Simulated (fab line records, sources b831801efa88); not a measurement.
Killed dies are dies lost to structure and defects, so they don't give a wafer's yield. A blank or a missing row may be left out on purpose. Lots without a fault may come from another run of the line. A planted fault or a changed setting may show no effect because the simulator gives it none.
Which tool did it? | flow sky130 | 13 lots, 39 wafers sampled, at 1 step of a route of 708

WHAT THE GAUGES READ, wafer by wafer
SKY_CONTACT_OVL_MEAS_15. Usual: CONTACT_OVL 1 nm, standard deviation 4.2.
lot  | measured     | on         | CONTACT_OVL (nm) | flag
L159 | day 31 20:02 | overlay-02 | -2 -1 2          |
L160 | day 32 01:13 | overlay-02 | 0 0 1            |
L161 | day 32 11:19 | overlay-01 | 0 1 3            |
L163 | day 32 19:35 | overlay-01 | 1 4 5            |
L166 | day 34 04:51 | overlay-02 | -2 0 0           |
L169 | day 35 05:59 | overlay-01 | 2 -4 -5          |
L174 | day 36 18:56 | overlay-01 | -2 0 -4          |
L176 | day 37 06:06 | overlay-02 | 0 0 -7           |
L177 | day 37 19:09 | overlay-01 | 5 3 7            |
L178 | day 38 03:05 | overlay-01 | 8 1 -1           |
L182 | day 38 23:43 | overlay-02 | 8 4 7            |
L180 | day 39 00:45 | overlay-02 | 1 0 -1           |
L181 | day 39 02:59 | overlay-01 | 1 4 3            |

WHICH TOOL RAN EACH LOT (tool, then ch and the chambers of the sampled wafers, then the start)
The record holds no process step before these readings.

WHAT THE TOOLS THEMSELVES READ (means of the sampled wafers that have a number; where no wafer has one, the mark that the record gives instead)
The record holds no such reading with a usual standard deviation.

THE ANSWER, worked out from the rows above alone
Rule: a lot is off if the mean of its wafers that have a number lies more than 3 standard deviations from the usual mean. A lot without any number at a reading at which 4 lots or more have one is off too. The other lots that the step has rows for count as sound. The gauges are gone through in route order, then the tools' own readings, and for those a lot's mean is taken as printed above. The first step at which some lot is off is used, and at that step the reading that is off furthest; a lot without a number counts as furthest.
No lot is off at any reading shown: from this, nothing can be told.

WHAT THE SIMULATOR HAD PUT IN
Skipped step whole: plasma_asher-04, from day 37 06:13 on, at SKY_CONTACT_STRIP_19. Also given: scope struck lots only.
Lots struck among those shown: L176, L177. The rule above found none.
